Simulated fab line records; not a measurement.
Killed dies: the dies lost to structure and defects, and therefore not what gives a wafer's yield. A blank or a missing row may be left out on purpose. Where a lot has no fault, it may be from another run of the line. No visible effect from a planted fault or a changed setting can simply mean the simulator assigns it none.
Chamber matching :: flow sfq-line :: SFQ_TRILAYER_I6_VIA_ETCH_VIA_ETCH_172 on rie-diel-04 has 4 sister chambers
The step etches SiO2 in CHF3, stops on Nb, target depth 260 nm. 4 wafers are shown with their chamber, then 7 later ones without.

== WAFERS PAIRED WITH THEIR CHAMBERS ==
wafer: L900.5
chamber: 3
drypump-motor-current-A (A): 6.3

wafer: L906.3
chamber: 1
drypump-motor-current-A (A): 5.7

wafer: L906.4
chamber: 2
drypump-motor-current-A (A): 6.2

wafer: L906.6
chamber: 0
drypump-motor-current-A (A): 6.6

== WAFERS WITH NO CHAMBER GIVEN ==
wafer: L909.1
drypump-motor-current-A (A): 6.2

wafer: L909.3
drypump-motor-current-A (A): 6.5

wafer: L909.4
drypump-motor-current-A (A): 6.2

wafer: L913.3
drypump-motor-current-A (A): 5.7

wafer: L915.3
drypump-motor-current-A (A): 6.5

wafer: L915.4
drypump-motor-current-A (A): 6.3

wafer: L915.6
drypump-motor-current-A (A): 5.7

== WHICH CHAMBER EACH ONE RAN IN ==
wafer: L909.1
from the rows above: can't be placed: 2 or 3
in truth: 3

wafer: L909.3
from the rows above: can't be placed: 0 or 3
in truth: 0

wafer: L909.4
from the rows above: can't be placed: 2 or 3
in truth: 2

wafer: L913.3
from the rows above: 1
in truth: 1

wafer: L915.3
from the rows above: can't be placed: 0 or 3
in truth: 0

wafer: L915.4
from the rows above: can't be placed: 3 or 2
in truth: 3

wafer: L915.6
from the rows above: 1
in truth: 1
Placed correctly: 2 of 7. Can't be placed from these rows: 5 (the true chamber is among the candidates in 5). 0 placed wrongly.
How it was worked out, from the rows above alone: a wafer's distance from a chamber is the root of the sum, over the readings, of the square of ((its reading less the chamber's mean) divided by the reading's scatter). If the next closest chamber is less than 2 further off than the closest, the wafer can't be placed; otherwise it belongs to the closest. Each chamber's mean is taken over the wafers shown for it. The scatter (one wafer shown for each chamber): square how far every hidden wafer sits from the nearest shown wafer, average those squares and take the square root.
